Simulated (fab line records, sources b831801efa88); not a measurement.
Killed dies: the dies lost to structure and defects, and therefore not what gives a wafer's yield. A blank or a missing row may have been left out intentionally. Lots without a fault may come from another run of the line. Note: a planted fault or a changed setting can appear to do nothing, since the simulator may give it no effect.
A single fault, viewed from 2 desks    flow gf180mcu    what lay behind the numbers comes last; until then each desk has only its own

AT THE METROLOGY DESK
What the gauges read, lot by lot, whatever tool the lot ran on: means of the sampled wafers that have a number. If a lot's mean is further than 4 standard deviations from the usual mean, the lot is out of limits and carries the mark OUT (the distance appears in the brackets).
Columns: A = HV_LDD_01_OVL at GF_HV_LDD_OVL_MEAS_20, usual -0.9 nm; B = PSD_TW at GF_PSD_TW_MEAS_11, usual 3171; C = NSD_RS at GF_PSD_RS_MEAS_14, usual 46.15 ohm/sq; D = PSD_RS at GF_PSD_RS_MEAS_15, usual 108.6 ohm/sq
lot   first seen here  A     B     C                D
L343  day 11 06:22     -1.2  3159  46.06            108.1
L345  day 11 19:52     -0.7  3153  46.11            108.6
L346  day 12 07:02     -1.6  3151  46.15            108.5
L351  day 13 12:31     -3.4  3149  44.78 (-16) OUT  103.9 (-14) OUT
L352  day 14 01:09     -1.0  3176  44.60 (-18) OUT  103.2 (-16) OUT
L353  day 14 14:15     -2.3  3171  46.17            108.4
L354  day 14 14:34     -3.5  3152  46.15            108.7
L359  day 16 08:27     -1.1  3184  46.08            108.3
L361  day 16 19:44     -2.2  3184  46.19            108.4
L362  day 17 03:38     0.1   3153  46.16            108.7
L363  day 17 11:38     -0.8  3145  46.22            108.9
L364  day 17 21:42     0.1   3181  46.06            108.2
L365  day 18 04:19     0.6   3180  46.18            108.8
Per this desk, out of limits: L351, L352; the first was L351, day 17 07:05 (NSD_RS at GF_PSD_RS_MEAS_14). In limits: L343, L345, L346, L353, L354, L359, L361, L362, L363, L364, L365.

TOOL OWNER'S DESK, rtp-anneal-02
Per lot that ran on this tool, the mean of the sampled wafers carrying a number, from the tool's own readings at GF_PSD_RTA_13 (time 20 s). If a lot's mean is further than 4 standard deviations from the usual mean, the lot is out of limits and carries the mark OUT (the distance appears in the brackets).
Columns: A = lamp-power-pct at GF_PSD_RTA_13, usual 32.5 %; B = wafer_temp_C_max at GF_PSD_RTA_13, usual 1030.2
lot   first seen here  A     B
L345  day 15 08:13     30.9  1031.0
L346  day 15 22:11     30.9  1030.1
L351  day 17 07:00     31.8  1041.9 (+8.4) OUT
L352  day 17 22:10     31.8  1040.5 (+7.4) OUT
L362  day 21 09:29     30.9  1032.8
L363  day 21 16:05     30.9  1031.3
This desk's finding: out of limits on L351, L352; first on L351, day 17 07:00 (wafer_temp_C_max at GF_PSD_RTA_13). In limits: L345, L346, L362, L363.

PUT TOGETHER
An alarm could have come from the tool owner's desk at day 17 07:00, on L351, L352.
An alarm was possible from the metrology desk at day 17 07:05, on L351, L352.
Of the lots named, all ran GF_PSD_RTA_13 on rtp-anneal-02.

WHAT THE SIMULATOR HAD PUT IN
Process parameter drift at GF_PSD_RTA_13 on rtp-anneal-02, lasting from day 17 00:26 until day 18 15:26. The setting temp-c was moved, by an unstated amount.
Shown lots that were struck: L351, L352.
Delay (hours) between the fault's onset and each desk's first out-of-limits reading: 7 at the tool owner's desk, 7 at the metrology desk.
